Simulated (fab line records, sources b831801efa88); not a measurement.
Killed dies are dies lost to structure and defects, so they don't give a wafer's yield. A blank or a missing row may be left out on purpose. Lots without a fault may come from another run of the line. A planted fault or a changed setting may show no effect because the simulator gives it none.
fab line records | flow gf180mcu | part 2 of 2: steps 26 to 35 of 35
record lots=5 wafers=15 last_day=33
route steps=602 shown SALICIDE@281 CONTACT@287 M1@315
lots that met no fault: from a run of the same line without faults
start_h: hours from the record's first day to the start of the lot's first wafer shown | wait_h: hours since the lot's step before | " the same as in the row above | L1.1+2: a row that stands for several wafers | - no value, or no start given | * or withheld: withheld | < > ~ a bound
route shown NAME@n: a module of which the file shows steps, and the number in the route of the first | usual: mean/standard deviation of fault-free wafers | same: alike in all rows | chamber/n: place in a boat | sites: the reading at each site | _std_site: their standard deviation | _edge_site: outer sites' mean less inner sites' | radius_mm: how far each site lies from the wafer's centre | mask NAME#n: copy n | behind: the tool/chamber that last shaped the wafer | hold: why the lot was held/for how many hours/how that ended | device: the transistor (n, p or np) that didn't switch | end of line: the same wafers' tests at the end of the route | a step without rows: its recipe alone | killed: dies lost to structure and defects at the first sort, not the wafer's yield | map: a wafer's dies, x killed, . not, _ none there
set.NAME: the setting as run; set.NAME@STEP: as run at that earlier step | model.NAME: the simulator's own value behind a step, which no gauge read
lots at some steps of the route; a table a step, a row a wafer
services: from which hour (start_h, from the record's first day; less than 0 if before it) a tool's chamber was out of use, for how many hours, and why
## steps
# step GF_CONTACT_CLEAN_19
# recipe chemistry=SPM
# columns lot.wafer tool chamber start_h wait_h
L077.3+4+5 wet_bench-04 3 394.96 0.0
L078.3+4+6 wet_bench-04 2 417.38 0.0
L085.1+3+6 wet_bench-01 0 480.38 0.1
L087.1+4+6 wet_bench-04 2 488.23 0.1
L090.1+4+6 wet_bench-04 1 511.86 0.1
# step GF_CONTACT_CLEAN_20
# recipe chemistry=DIW
# columns lot.wafer tool chamber start_h wait_h
L077.3+4+5 wet_bench-01 0 395.05 0.0
L078.3+4+6 wet_bench-01 0 417.47 0.0
L085.1+3+6 wet_bench-01 3 480.48 0.0
L087.1+4+6 wet_bench-01 2 488.32 0.0
L090.1+4+6 wet_bench-03 2 511.95 0.0
# step GF_CONTACT_CLEAN_21
# recipe chemistry=dHF time_s=20 dilution=100:1 dry=ipa_marangoni
# columns lot.wafer tool chamber start_h wait_h
L077.3+4+5 wet_bench-03 1 395.14 0.0
L078.3+4+6 wet_bench-03 1 417.56 0.0
L085.1+3+6 wet_bench-01 2 480.58 0.0
L087.1+4+6 wet_bench-04 2 488.41 0.0
L090.1+4+6 wet_bench-01 2 512.04 0.0
# step GF_CONTACT_SPUTTER_22
# recipe material=Ti target_thk_nm=15 chamber_pressure_pa=5 power_w=2500 substrate_temp_c=200 time_s=80.02
# usual throttle_valve_pct=29.6/1.3
# columns lot.wafer tool chamber start_h wait_h throttle_valve_pct
L077.3 pvd_sputter-03 - 395.16 0.0 30.3
L077.4 " - " " 30.1
L077.5 " - " " 30.1
L078.3 pvd_sputter-04 - 417.58 0.0 31.4
L078.4 " - " " 29.4
L078.6 " - " " 28.1
L085.1 pvd_sputter-03 - 480.59 0.0 30.3
L085.3 " - " " 30.0
L085.6 " - " " 30.4
L087.1 pvd_sputter-01 - 488.43 0.0 29.4
L087.4 " - " " 29.4
L087.6 " - " " 28.0
L090.1 pvd_sputter-03 - 512.05 0.0 31.2
L090.4 " - " " 30.1
L090.6 " - " " 31.2
# step GF_CONTACT_SPUTTER_23
# recipe material=TiN target_thk_nm=10 chamber_pressure_pa=5 power_w=4000 time_s=40
# usual throttle_valve_pct=29.6/1.3
# columns lot.wafer tool chamber start_h wait_h throttle_valve_pct
L077.3 pvd_sputter-03 - 395.22 0.0 30.2
L077.4 " - " " 30.1
L077.5 " - " " 29.8
L078.3 pvd_sputter-04 - 417.64 0.0 31.6
L078.4 " - " " 29.8
L078.6 " - " " 27.7
L085.1 pvd_sputter-03 - 480.66 0.0 30.3
L085.3 " - " " 30.3
L085.6 " - " " 30.2
L087.1 pvd_sputter-01 - 488.49 0.0 29.4
L087.4 " - " " 29.6
L087.6 " - " " 28.4
L090.1 pvd_sputter-03 - 512.11 0.0 31.1
L090.4 " - " " 30.1
L090.6 " - " " 31.0
# step GF_CONTACT_CVD_24
# recipe material=W target_thk_nm=300 time_s=90.339 temp_c=400 pressure_torr=40
# usual heater_power_w=886/40
# columns lot.wafer tool chamber start_h wait_h heater_power_w
L077.3 cvd_w-02 1 396.49 1.2 898
L077.4 " 0 " " 879
L077.5 " 1 " " 850
L078.3 cvd_w-02 0 417.71 0.1 906
L078.4 " 1 " " 890
L078.6 " 1 " " 901
L085.1 cvd_w-01 1 480.69 0.0 935
L085.3 " 0 " " 815
L085.6 " 0 " " 828
L087.1 cvd_w-01 0 488.53 0.0 855
L087.4 " 0 " " 841
L087.6 " 0 " " 852
L090.1 cvd_w-01 0 512.15 0.0 838
L090.4 " 1 " " 921
L090.6 " 1 " " 938
# step GF_CONTACT_RS_MEAS_25
# recipe thk_meas_gauge=four-point-probe reads=W_of_CONTACT_CVD_24+TiN_of_CONTACT_SPUTTER_23+Ti_of_CONTACT_SPUTTER_22
# usual CONTACT_W_RS=0.383/0.0043
# columns lot.wafer tool chamber start_h wait_h CONTACT_W_RS[ohm/sq]
L077.3 film_metro-03 - 396.59 0.1 0.383
L077.4 " - " " 0.379
L077.5 " - " " 0.384
L078.3 film_metro-04 - 417.82 0.1 0.372
L078.4 " - " " 0.374
L078.6 " - " " 0.377
L085.1 film_metro-04 - 480.79 0.1 0.381
L085.3 " - " " 0.381
L085.6 " - " " 0.376
L087.1 film_metro-02 - 488.63 0.1 0.385
L087.4 " - " " 0.381
L087.6 " - " " 0.385
L090.1 film_metro-03 - 512.25 0.1 0.381
L090.4 " - " " 0.387
L090.6 " - " " 0.383
# step GF_CONTACT_THK_MEAS_26
# recipe thk_meas_gauge=xrf reads=W_of_CONTACT_CVD_24
# usual CONTACT_W_THK=301/3.7
# columns lot.wafer tool chamber start_h wait_h CONTACT_W_THK[nm]
L077.3 film_metro-03 - 396.69 0.1 301
L077.4 " - " " 305
L077.5 " - " " 301
L078.3 film_metro-04 - 417.92 0.1 312
L078.4 " - " " 309
L078.6 " - " " 308
L085.1 film_metro-04 - 480.91 0.1 303
L085.3 " - " " 304
L085.6 " - " " 307
L087.1 film_metro-02 - 488.75 0.1 299
L087.4 " - " " 301
L087.6 " - " " 298
L090.1 film_metro-03 - 512.37 0.1 302
L090.4 " - " " 297
L090.6 " - " " 302
# step GF_CONTACT_CMP_27
# recipe stop_on=SiO2 down_force_psi=3.5 platen_rpm=60 t_overpolish_s=15 target_thk_nm=0 pad_velocity_m_s=0.94248
# usual motor_current_A=10.7/0.87 overpolish_run_s=15.001/0.009 retaining_ring_pressure_frac=1.000/0.005 time_to_endpoint_s=74/4.1
# same t_overpolish_s=15
# columns lot.wafer tool chamber start_h wait_h motor_current_A overpolish_run_s retaining_ring_pressure_frac time_to_endpoint_s
L077.3 cmp-01 3 396.82 0.1 11.9 14.998 1.007 74
L077.4 " 1 " " 9.4 15.005 0.996 81
L077.5 " 0 " " 10.1 14.986 0.994 73
L078.3 cmp-02 0 417.96 0.0 10.5 14.994 0.996 84
L078.4 " 2 " " 10.4 14.993 0.999 75
L078.6 " 1 " " 12.0 14.997 0.995 81
L085.3 cmp-01 0 481.02 0.1 9.9 14.999 0.998 69
L085.1 " 1 " " 8.8 15.013 0.994 73
L085.6 " 0 " " 10.7 14.993 0.994 71
L087.4 cmp-01 2 488.81 0.0 10.5 15.013 1.006 69
L087.1 " 3 " " 12.2 14.996 0.993 71
L087.6 " 3 " " 12.0 14.991 0.996 71
L090.4 cmp-02 0 512.43 0.0 10.1 15.012 1.001 73
L090.1 " 1 " " 11.5 15.003 1.004 78
L090.6 " 0 " " 11.0 14.987 0.997 74
# step GF_M1_SPUTTER_00
# recipe material=Ti target_thk_nm=37.5 arriving_ion_energy_ev=80 substrate_temp_c=200 chamber_pressure_pa=2 power_w=4000 time_s=150
# usual throttle_valve_pct=30.1/1.4
# columns lot.wafer tool chamber start_h wait_h throttle_valve_pct
L077.3 pvd_sputter-02 - 397.12 0.2 28.8
L077.4 " - " " 31.2
L077.5 " - " " 29.0
L078.3 pvd_sputter-02 - 418.26 0.2 31.8
L078.4 " - " " 30.6
L078.6 " - " " 31.6
L085.1 pvd_sputter-02 - 481.27 0.1 31.5
L085.3 " - " " 29.0
L085.6 " - " " 31.3
L087.1 pvd_sputter-04 - 489.11 0.2 30.9
L087.4 " - " " 29.5
L087.6 " - " " 28.0
L090.1 pvd_sputter-02 - 512.73 0.2 30.6
L090.4 " - " " 31.1
L090.6 " - " " 31.5
## services
# columns tool chamber start_h hours kind
pvd_sputter-03 - 353.79 3.5 repair
pvd_sputter-03 - 365.13 2.0 repair
pvd_sputter-03 - 373.10 3.0 repair
pvd_sputter-03 - 377.45 2.6 repair
pvd_sputter-04 - 383.96 4.0 repair
cmp-01 - 391.34 0.8 repair
plasma_asher-03 - 403.66 4.9 repair
cmp-01 - 404.05 4.0 pm
cmp-02 - 411.07 4.2 repair
rie_diel-03 - 413.21 1.2 repair
plasma_asher-03 - 421.25 9.0 pm
wet_bench-03 - 423.57 73.4 pm
wet_bench-04 - 425.82 1.0 repair
hdpcvd-01 - 427.62 1.1 repair
pvd_sputter-04 - 435.44 0.9 repair
cmp-01 - 442.04 1.6 repair
cmp-01 - 447.23 1.4 repair
cmp-02 - 449.29 4.4 pm
pvd_sputter-04 - 455.80 3.9 repair
cmp-01 - 456.11 4.2 pm
cmp-01 - 460.70 6.8 pm
pvd_sputter-02 - 463.07 1.9 repair
rie_diel-03 1 468.20 4.5 repair
plasma_asher-03 - 473.02 6.1 repair
